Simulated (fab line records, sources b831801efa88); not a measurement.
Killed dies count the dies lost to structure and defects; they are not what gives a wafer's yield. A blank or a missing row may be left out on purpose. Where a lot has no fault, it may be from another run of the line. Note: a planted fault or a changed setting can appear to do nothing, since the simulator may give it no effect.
Which of the tools did it? + flow gf180mcu + 13 lots with 39 wafers sampled at 4 steps, on a route of 602 steps

## WHAT EACH GAUGE READ, for each wafer
GF_V5_THK_MEAS_25: measures by xrf.
| lot  | measured     | on           | V5_W_THK (nm) |
|------|--------------|--------------|---------------|
| L309 | day 27 04:41 | filmMetro-04 | 354 354 356   |
| L308 | day 27 05:38 | filmMetro-02 | 353 362 355   |
| L312 | day 28 02:29 | filmMetro-04 | 346 349 350   |
| L313 | day 28 07:48 | filmMetro-03 | 344 353 342   |
| L314 | day 28 22:47 | filmMetro-02 | 355 353 359   |
| L315 | day 29 17:29 | filmMetro-02 | 348 356 359   |
| L316 | day 29 18:23 | filmMetro-02 | 358 356 353   |
| L322 | day 31 12:22 | filmMetro-03 | 347 342 343   |
| L323 | day 31 13:19 | filmMetro-04 | 349 356 351   |
| L326 | day 32 08:35 | filmMetro-02 | 364 357 360   |
| L327 | day 32 19:46 | filmMetro-02 | 359 350 358   |
| L329 | day 33 10:25 | filmMetro-02 | 348 352 346   |
| L331 | day 34 02:16 | filmMetro-02 | 347 348 352   |

GF_TOP_METAL_RS_MEAS_05: measures by four-point-probe.
| lot  | measured     | on           | TOP_METAL_ALCU_RS (ohm/sq) |
|------|--------------|--------------|----------------------------|
| L309 | day 27 05:17 | filmMetro-04 | 0.0332 0.0331 0.0331       |
| L308 | day 27 06:14 | filmMetro-04 | 0.0328 0.0331 0.0330       |
| L312 | day 28 03:05 | filmMetro-02 | 0.0332 0.0333 0.0330       |
| L313 | day 28 08:30 | filmMetro-01 | 0.0324 0.0325 0.0324       |
| L314 | day 28 23:22 | filmMetro-04 | 0.0329 0.0329 0.0330       |
| L315 | day 29 18:05 | filmMetro-02 | 0.0329 0.0328 0.0327       |
| L316 | day 29 18:58 | filmMetro-02 | 0.0322 0.0321 0.0323       |
| L322 | day 31 13:13 | filmMetro-01 | 0.0325 0.0329 0.0330       |
| L323 | day 31 13:55 | filmMetro-02 | 0.0328 0.0324 0.0326       |
| L326 | day 32 09:11 | filmMetro-04 | 0.0320 0.0321 0.0319       |
| L327 | day 32 20:21 | filmMetro-02 | 0.0327 0.0327 0.0329       |
| L329 | day 33 11:01 | filmMetro-04 | 0.0332 0.0333 0.0325       |
| L331 | day 34 02:50 | filmMetro-02 | 0.0321 0.0322 0.0324       |

## WHICH TOOL RAN EACH LOT (tool, then ch and the chambers of the sampled wafers, then the start)
| lot  | GF_M5_ETCH_09                     | GF_V5_ETCH_17                     |
|------|-----------------------------------|-----------------------------------|
| L309 | rieDiel-02 ch 0,1,2, day 26 05:51 | rieDiel-02 ch 1,2,3, day 27 03:00 |
| L308 | rieDiel-04 ch 0,1,3, day 26 06:41 | rieDiel-03 ch 1,2, day 27 04:00   |
| L312 | rieDiel-01 ch 2,3, day 27 03:31   | rieDiel-02 ch 0,1, day 28 01:00   |
| L313 | rieDiel-04 ch 0,2, day 27 09:40   | rieDiel-02 ch 1,3, day 28 06:00   |
| L314 | rieDiel-01 ch 1,2,3, day 27 23:42 | rieDiel-03 ch 0,2, day 28 21:00   |
| L315 | rieDiel-01 ch 0,1, day 28 20:06   | rieDiel-03 ch 0,1,2, day 29 16:00 |
| L316 | rieDiel-02 ch 0,1,2, day 28 21:20 | rieDiel-02 ch 0,1,2, day 29 17:00 |
| L322 | rieDiel-02 ch 0,1,3, day 30 16:36 | rieDiel-01 ch 1,2, day 31 11:00   |
| L323 | rieDiel-04 ch 0,3, day 30 17:13   | rieDiel-03 ch 0,2,3, day 31 12:00 |
| L326 | rieDiel-04 ch 2,3, day 31 12:36   | rieDiel-01 ch 0,1,3, day 32 07:00 |
| L327 | rieDiel-01 ch 0,3, day 32 00:41   | rieDiel-01 ch 0,1,2, day 32 18:00 |
| L329 | rieDiel-02 ch 1,3, day 32 15:30   | rieDiel-02 ch 0,1, day 33 09:00   |
| L331 | rieDiel-04 ch 0,2,3, day 33 08:12 | rieDiel-01 ch 0,1, day 34 01:00   |
- GF_M5_ETCH_09: etches Si3N4 in CF4/O2, target depth 52 nm, time 11.6 s.
- GF_V5_ETCH_17: etches SiO2 in C4F8/O2/Ar, stops on TiN, target depth 855 nm.

## WHAT THE TOOLS THEMSELVES READ (means of the sampled wafers that have a number; where no wafer has one, the mark that the record gives instead)
GF_M5_ETCH_09.
| lot  | tool       | drypumpMotorCurrentA (A) | oesProductAu (a.u.) | rfFwdPowerW (W) | throttleValvePct (%) |
|------|------------|--------------------------|---------------------|-----------------|----------------------|
| L309 | rieDiel-02 | 5.8                      | 1.008               | 787             | 5.970                |
| L308 | rieDiel-04 | 6.2                      | 1.001               | 782             | 5.971                |
| L312 | rieDiel-01 | 6.0                      | 1.003               | 786             | 5.965                |
| L313 | rieDiel-04 | 6.3                      | 1.009               | 785             | 5.984                |
| L314 | rieDiel-01 | 5.9                      | 0.991               | 783             | 5.962                |
| L315 | rieDiel-01 | 5.9                      | 0.994               | 782             | 5.971                |
| L316 | rieDiel-02 | 5.8                      | 1.005               | 789             | 5.978                |
| L322 | rieDiel-02 | 6.0                      | 1.009               | 785             | 5.973                |
| L323 | rieDiel-04 | 6.2                      | 1.000               | 784             | 5.966                |
| L326 | rieDiel-04 | 6.2                      | 1.001               | 787             | 5.975                |
| L327 | rieDiel-01 | 6.5                      | 0.995               | 787             | 5.976                |
| L329 | rieDiel-02 | 5.8                      | 1.003               | 790             | 5.979                |
| L331 | rieDiel-04 | 6.3                      | 1.002               | 782             | 5.975                |

GF_V5_ETCH_17.
| lot  | tool       | oesProductAu (a.u.) | rfFwdPowerW (W) |
|------|------------|---------------------|-----------------|
| L309 | rieDiel-02 | 0.861               | 1492            |
| L308 | rieDiel-03 | 0.858               | 1489            |
| L312 | rieDiel-02 | 0.862               | 1488            |
| L313 | rieDiel-02 | 0.862               | 1738            |
| L314 | rieDiel-03 | 0.861               | 1491            |
| L315 | rieDiel-03 | 0.857               | 1492            |
| L316 | rieDiel-02 | 0.862               | 1732            |
| L322 | rieDiel-01 | 0.865               | 1493            |
| L323 | rieDiel-03 | 0.856               | 1490            |
| L326 | rieDiel-01 | 0.860               | 1494            |
| L327 | rieDiel-01 | 0.864               | 1493            |
| L329 | rieDiel-02 | 0.861               | 1501            |
| L331 | rieDiel-01 | 0.858               | 1493            |

## THE ANSWER, worked out from the rows above alone
Rule: the usual values come from the lots themselves. The widest of any qualifying gaps counts: lots, ordered by their means at a reading, are off when they make up no more than a third of the lots, leave a main group of 4 or more, and stand apart from it by 3 or more times the standard deviation of that group's means. A main group is skipped when, at the precision printed for the reading in the tables above, its means are all equal. A lot without any number at a reading at which 4 lots or more have one is off too. All remaining lots with rows at the step are treated as sound. After the gauges, taken in route order, come the tools' own readings; for these a lot's mean is taken, as printed above. The first step at which some lot is off is used, and at that step the reading that is off furthest; a lot without a number counts as furthest.
Off at GF_V5_ETCH_17 (rfFwdPowerW): L313, L316. Mean 1492 W and standard deviation 3.3 in the main group.
A tool fits if, at that step or a process step before it, it ran every lot that is off, and no sound lot after the first of them. None of those tried fits.

## WHAT THE SIMULATOR HAD PUT IN
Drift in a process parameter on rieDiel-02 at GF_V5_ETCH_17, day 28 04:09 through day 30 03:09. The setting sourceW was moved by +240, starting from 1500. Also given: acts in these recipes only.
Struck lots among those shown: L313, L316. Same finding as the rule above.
